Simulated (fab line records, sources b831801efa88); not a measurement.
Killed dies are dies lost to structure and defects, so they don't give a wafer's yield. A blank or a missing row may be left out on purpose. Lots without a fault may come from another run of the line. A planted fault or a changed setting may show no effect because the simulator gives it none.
Which tool did it? | flow sky130 | 13 lots, 38 wafers sampled, at 5 steps of a route of 708

WHAT THE GAUGES READ, wafer by wafer
SKY_DNWELL_TW_MEAS_09. Usual: DNWELL_TW 1114, standard deviation 11.
lot  | measured    | on            | DNWELL_TW      | flag
L420 | day 3 10:11 | film_metro-04 | 1120 1115 1117 |
L421 | day 3 13:26 | film_metro-03 | 1119 1122 1123 |
L422 | day 3 21:29 | film_metro-02 | 1096 1101 1098 |
L423 | day 4 04:05 | film_metro-02 | 1109 1107 1102 |
L424 | day 4 07:03 | film_metro-03 | 1117 1121 1124 |
L425 | day 4 12:06 | film_metro-04 | 1122 1128 1131 |
L427 | day 5 00:57 | film_metro-02 | 1095 1099 1102 |
L428 | day 5 05:08 | film_metro-03 | 1123 1122 1120 |
L430 | day 5 13:56 | film_metro-02 | 1098 1098 1096 |
L433 | day 6 07:42 | film_metro-03 | 1129 1129      |
L439 | day 7 16:38 | film_metro-02 | 1103 1103 1097 |
L441 | day 8 03:31 | film_metro-04 | 1114 1120 1120 |
L442 | day 9 00:05 | film_metro-04 | 1121 1121 1116 |

SKY_SONOS_TUNNEL_OVL_MEAS_08. Usual: SONOS_TUNNEL_OVL -0.2 nm, standard deviation 1.6.
lot  | measured     | on         | SONOS_TUNNEL_OVL (nm) | flag
L420 | day 11 14:19 | overlay-02 | -2.9 -0.2 -2.6        |
L421 | day 11 20:58 | overlay-02 | -2.2 0.3 -0.2         |
L422 | day 12 09:52 | overlay-02 | 0.1 -2.1 -2.3         |
L423 | day 12 17:43 | overlay-02 | -3.3 -4.0 -2.3        |
L424 | day 12 23:01 | overlay-02 | -2.4 -2.0 -0.9        |
L425 | day 13 05:28 | overlay-02 | -0.1 2.3 -0.9         |
L427 | day 13 23:52 | overlay-02 | -1.7 0.6 -1.1         |
L428 | day 14 06:46 | overlay-01 | -0.2 -0.8 -1.1        |
L430 | day 14 21:07 | overlay-01 | -0.2 1.4 0.9          |
L433 | day 15 18:25 | overlay-01 | -0.1 0.0              |
L439 | day 17 21:41 | overlay-02 | -1.1 1.0 -1.3         |
L441 | day 18 16:13 | overlay-02 | -1.7 -0.7 -0.4        |
L442 | day 19 22:16 | overlay-01 | 1.5 1.5 2.1           |

SKY_LDD_HVN_OVL_MEAS_07. Usual: LDD_HVN_OVL 0.5 nm, standard deviation 1.4.
lot  | measured     | on         | LDD_HVN_OVL (nm) | flag
L420 | day 20 14:21 | overlay-01 | 1.3 2.8 2.8      |
L421 | day 20 20:36 | overlay-01 | -0.3 0.0 -0.9    |
L422 | day 21 11:45 | overlay-01 | -0.2 0.1 -0.1    |
L423 | day 21 18:08 | overlay-02 | 0.2 -0.3 0.6     |
L424 | day 22 05:48 | overlay-02 | -1.1 -2.1 -2.0   |
L425 | day 22 14:09 | overlay-01 | 1.6 2.4 1.8      |
L427 | day 23 09:46 | overlay-02 | 1.5 2.5 1.8      |
L428 | day 23 14:05 | overlay-02 | 1.8 1.8 3.3      |
L430 | day 24 10:53 | overlay-02 | 0.8 1.5 -0.7     |
L433 | day 25 05:44 | overlay-02 | -1.3 0.8         |
L439 | day 27 07:35 | overlay-02 | 0.2 1.0 1.1      |
L441 | day 28 01:35 | overlay-02 | 0.8 0.1 2.5      |
L442 | day 29 04:39 | overlay-02 | -2.6 -1.6 -0.8   |

SKY_VIA3_THK_MEAS_01. Usual: VIA3_HDPCVD_THK 1633 nm, standard deviation 20.
lot  | measured     | on            | VIA3_HDPCVD_THK (nm) | flag
L420 | day 38 17:22 | film_metro-03 | 1646 1644 1652       |
L421 | day 38 23:47 | film_metro-03 | 1631 1646 1658       |
L422 | day 39 10:14 | film_metro-02 | 1618 1628 1606       |
L423 | day 39 18:14 | film_metro-03 | 1609 1602 1617       |
L424 | day 40 04:38 | film_metro-01 | 1618 1616 1633       |
L425 | day 40 08:09 | film_metro-02 | 1606 1646 1621       |
L427 | day 41 02:41 | film_metro-02 | 1638 1623 1606       |
L428 | day 41 03:36 | film_metro-02 | 1641 1635 1634       |
L430 | day 41 20:21 | film_metro-03 | 1241 1606 1211       | OFF
L433 | day 42 12:29 | film_metro-03 | 1241 1229            | OFF
L439 | day 44 03:52 | film_metro-02 | 1622 1634 1650       |
L441 | day 44 17:41 | film_metro-02 | 1646 1639 1635       |
L442 | day 46 00:15 | film_metro-02 | 1653 1613 1636       |

WHICH TOOL RAN EACH LOT (tool, then ch and the chambers of the sampled wafers, then the start)
lot  | SKY_VIA3_HDPCVD_00
L420 | hdpcvd-02 ch 0,2, day 38 17:12
L421 | hdpcvd-02 ch 0,1, day 38 23:37
L422 | hdpcvd-01 ch 1,2, day 39 10:05
L423 | hdpcvd-01 ch 0,1,2, day 39 18:02
L424 | hdpcvd-02 ch 1,2, day 40 04:28
L425 | hdpcvd-01 ch 1,2, day 40 07:59
L427 | hdpcvd-01 ch 1,2, day 41 02:31
L428 | hdpcvd-01 ch 1,2, day 41 03:26
L430 | hdpcvd-01 ch 0,1, day 41 20:11
L433 | hdpcvd-01 ch 0,1, day 42 12:19
L439 | hdpcvd-02 ch 0,1,2, day 44 03:42
L441 | hdpcvd-02 ch 0,2, day 44 17:30
L442 | hdpcvd-02 ch 1,2, day 46 00:05
- SKY_VIA3_HDPCVD_00: deposits SiO2, target thk 1635 nm, time 272.5 s.

WHAT THE TOOLS THEMSELVES READ (means of the sampled wafers that have a number; where no wafer has one, the mark that the record gives instead)
SKY_VIA3_HDPCVD_00. Usual: run_length_s 300.4 s, standard deviation 0.44.
lot  | tool      | run_length_s (s) | flag
L420 | hdpcvd-02 | 300.7            |
L421 | hdpcvd-02 | 300.0            |
L422 | hdpcvd-01 | 300.1            |
L423 | hdpcvd-01 | 300.6            |
L424 | hdpcvd-02 | 300.3            |
L425 | hdpcvd-01 | 300.1            |
L427 | hdpcvd-01 | 300.0            |
L428 | hdpcvd-01 | 299.9            |
L430 | hdpcvd-01 | 256.9            | OFF
L433 | hdpcvd-01 | 235.3            | OFF
L439 | hdpcvd-02 | 300.5            |
L441 | hdpcvd-02 | 300.9            |
L442 | hdpcvd-02 | 300.7            |

THE ANSWER, worked out from the rows above alone
Rule: a lot is off if the mean of its wafers that have a number lies more than 3 standard deviations from the usual mean. A lot without any number at a reading at which 4 lots or more have one is off too. The other lots that the step has rows for count as sound. The gauges are gone through in route order, then the tools' own readings, and for those a lot's mean is taken as printed above. The first step at which some lot is off is used, and at that step the reading that is off furthest; a lot without a number counts as furthest.
Off: L430, L433, at SKY_VIA3_THK_MEAS_01 (VIA3_HDPCVD_THK).
A tool fits if, at a process step before that reading, it ran every lot that is off, and no sound lot after the first of them. The gauges at SKY_VIA3_THK_MEAS_01 aren't tried: what is off there is off at SKY_VIA3_HDPCVD_00 too, on other tools, and a gauge's error can't cause that. One fits: hdpcvd-01 at SKY_VIA3_HDPCVD_00. Its last sound lot is L428 (day 41 03:26), its first lot that is off L430 (day 41 20:11): a fault that began between those two fits.
The tool's own readings at SKY_VIA3_HDPCVD_00 bear it out: on the lots that are off they differ by more than 5 times the standard deviation of the sound lots' means. run_length_s reads 246.1 s there against 300.3 s on the sound lots.

WHAT THE SIMULATOR HAD PUT IN
Process parameter drift: hdpcvd-01, from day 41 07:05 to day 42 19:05, at SKY_VIA3_HDPCVD_00. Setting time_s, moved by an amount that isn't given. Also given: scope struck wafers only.
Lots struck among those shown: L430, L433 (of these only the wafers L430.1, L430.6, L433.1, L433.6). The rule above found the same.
